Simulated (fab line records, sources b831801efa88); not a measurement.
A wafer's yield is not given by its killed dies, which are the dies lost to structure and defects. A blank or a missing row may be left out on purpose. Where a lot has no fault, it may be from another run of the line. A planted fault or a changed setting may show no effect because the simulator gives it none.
8D (eight disciplines) problem report, filled in by code | flow gf180mcu | the parts of the form that need people (team, actions taken, sign-off) are left out

1. THE PROBLEM
At GF_VT_IMPLANT_IMPLANT_19, beam_energy_keV averages 97.73 over 6 wafers from 2 lots, while fault-free wafers read 100.00, standard deviation 0.031. Measured from the usual mean, that is -73 standard deviations.
The first sign was on wafer L612.4 at day 8 10:41, on implanter-03. Wafers with a number at this step in the record: 18, from 6 lots. By rule, "out" or "out of limits" means more than 4 standard deviations away from the usual mean. Any other wafer with a number is counted as sound.

2. WHAT THIS IS AND IS NOT
question                    | is                     | is not
which readings at this step | beam_energy_keV        | dose_ions_cm2
which lots                  | L612, L616             | L621, L624, L625, L627
which wafers of those lots  | all that have a number | -
read on which tools         | implanter-03           | implanter-01, implanter-02
when                        | from day 8 10:41       | up to then (0 sound wafers); but 12 sound wafers of L621, L624, L625, L627 came after

3. WHAT RULES OUT EACH SUSPECT
Counting: a tool stays on the suspect list if, at a process step up to the reading, it processed all lots that are out and no sound lot following the first of them.
- implanter-03 at GF_VT_IMPLANT_IMPLANT_19: ruled out as a lasting fault. The sound lots L625 went through it after L612, its earliest lot that is out (day 8 10:41).
Left after counting: nothing in the record.

4. THE CAUSE (what the simulator had put in)
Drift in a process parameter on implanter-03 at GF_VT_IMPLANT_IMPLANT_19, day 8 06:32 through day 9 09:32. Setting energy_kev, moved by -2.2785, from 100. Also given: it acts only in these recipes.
Counting ruled it out, wrongly.

5. THE EFFECT CHAIN, in route order
One row per reading whose mean, taken over the struck wafers that have a number, lies over 3 standard deviations from the usual. Scope: only readings with a usual standard deviation given in the record; hours: median across lots of the time from each lot's start at the first step in this table that gives one to its start at this step; sigmas: change in usual standard deviations.
hours | step                     | reading         | usual  | on struck wafers | change | sigmas
0     | GF_VT_IMPLANT_IMPLANT_19 | beam_energy_keV | 100.00 | 97.73            | -2.27  | -73
Its process steps:
- GF_VT_IMPLANT_IMPLANT_19

6. WHAT WOULD HAVE CAUGHT IT SOONER
The fault began at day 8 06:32; the first out-of-limits reading in this record came at day 8 10:41, 4 hours later.
